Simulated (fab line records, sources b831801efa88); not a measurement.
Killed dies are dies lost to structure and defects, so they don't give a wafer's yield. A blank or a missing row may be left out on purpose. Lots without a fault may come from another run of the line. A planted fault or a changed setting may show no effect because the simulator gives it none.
Problem report in the 8D (eight disciplines) form, filled by code | flow sky130 | the parts of the form that need people (team, actions taken, sign-off) are left out

1. THE PROBLEM
CONTACT_HDPCVD_THK at SKY_CONTACT_THK_MEAS_03 reads a mean of 446 nm on 4 wafers of 3 lots; wafers without a fault read 564 nm with a standard deviation of 6. That is -20 standard deviations from the usual mean.
First seen on wafer L867.4, day 32 18:53, on film_metro-04. The record holds 43 wafers of 15 lots with a number at this step. Rule for "out", or "out of limits": more than 4 standard deviations from the usual mean. The other wafers with a number count as sound.

2. WHAT IT IS AND WHAT IT IS NOT
question                    | is                             | is not
which readings at this step | CONTACT_HDPCVD_THK             | -
which lots                  | L865, L867, L868               | L861, L862, L863, L874, L876, L878, L879, L880, L881, L882, L883, L884
which wafers of those lots  | L865.6, L867.4, L867.6, L868.4 | L865.2, L867.1, L868.1
read on which gauges        | film_metro-03, film_metro-04   | film_metro-02
when                        | from day 32 18:53              | up to then (10 sound wafers); but 29 sound wafers of L865, L868, L874, L876, L878, L879, L880, L881, L882, L883, L884 came after

3. SUSPECTS, AND WHAT RULES EACH OUT
Counting: a tool at a process step up to the reading stays a suspect if it ran every lot that is out. Sound lots after the first of them don't rule it out here, since some wafers of a struck lot are sound.
- the gauge at SKY_CONTACT_THK_MEAS_03: ruled out. The wafers that are out were read on 2 gauges (film_metro-03, film_metro-04).
- hdpcvd-01 at SKY_CONTACT_HDPCVD_02 (deposits SiO2, target thk 565 nm, time 94.2 s): kept. It ran every lot that is out, first L867 (day 32 18:49); its last sound lot up to then is L862 (day 32 01:34).
Left after counting: hdpcvd-01 at SKY_CONTACT_HDPCVD_02.

4. THE CAUSE (what the simulator had put in)
Process parameter drift: hdpcvd-01, from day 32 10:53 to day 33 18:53, at SKY_CONTACT_HDPCVD_02. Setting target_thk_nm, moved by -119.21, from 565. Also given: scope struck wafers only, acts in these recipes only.
Counting left only this tool.

5. THE CHAIN OF EFFECTS, in route order
Each row: a reading whose mean over the struck wafers that have a number lies more than 3 standard deviations from the usual. Only readings for which the record gives a usual standard deviation are gone through. hours: the time from each lot's start at the first step in this table that gives one to its start at this step, as a median over the lots. sigmas: the change in usual standard deviations.
hours | step                    | reading            | usual  | on struck wafers | change | sigmas
0     | SKY_CONTACT_THK_MEAS_03 | CONTACT_HDPCVD_THK | 564 nm | 446              | -118   | -20
0     | SKY_CONTACT_CMP_04      | time_to_endpoint_s | 81 s   | 35               | -46    | -13
The process steps in it:
- SKY_CONTACT_CMP_04: polishes SiO2.

6. WHAT WOULD HAVE CAUGHT IT SOONER
In this record the first reading out of limits at a measuring or inspecting step was taken at day 32 18:53, 8 hours after the fault began at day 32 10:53.
Of the lots that are out (3), L865, L868 began SKY_CONTACT_HDPCVD_02 on hdpcvd-01 after day 32 18:53. A hold on the tool at that time would have spared those 2.
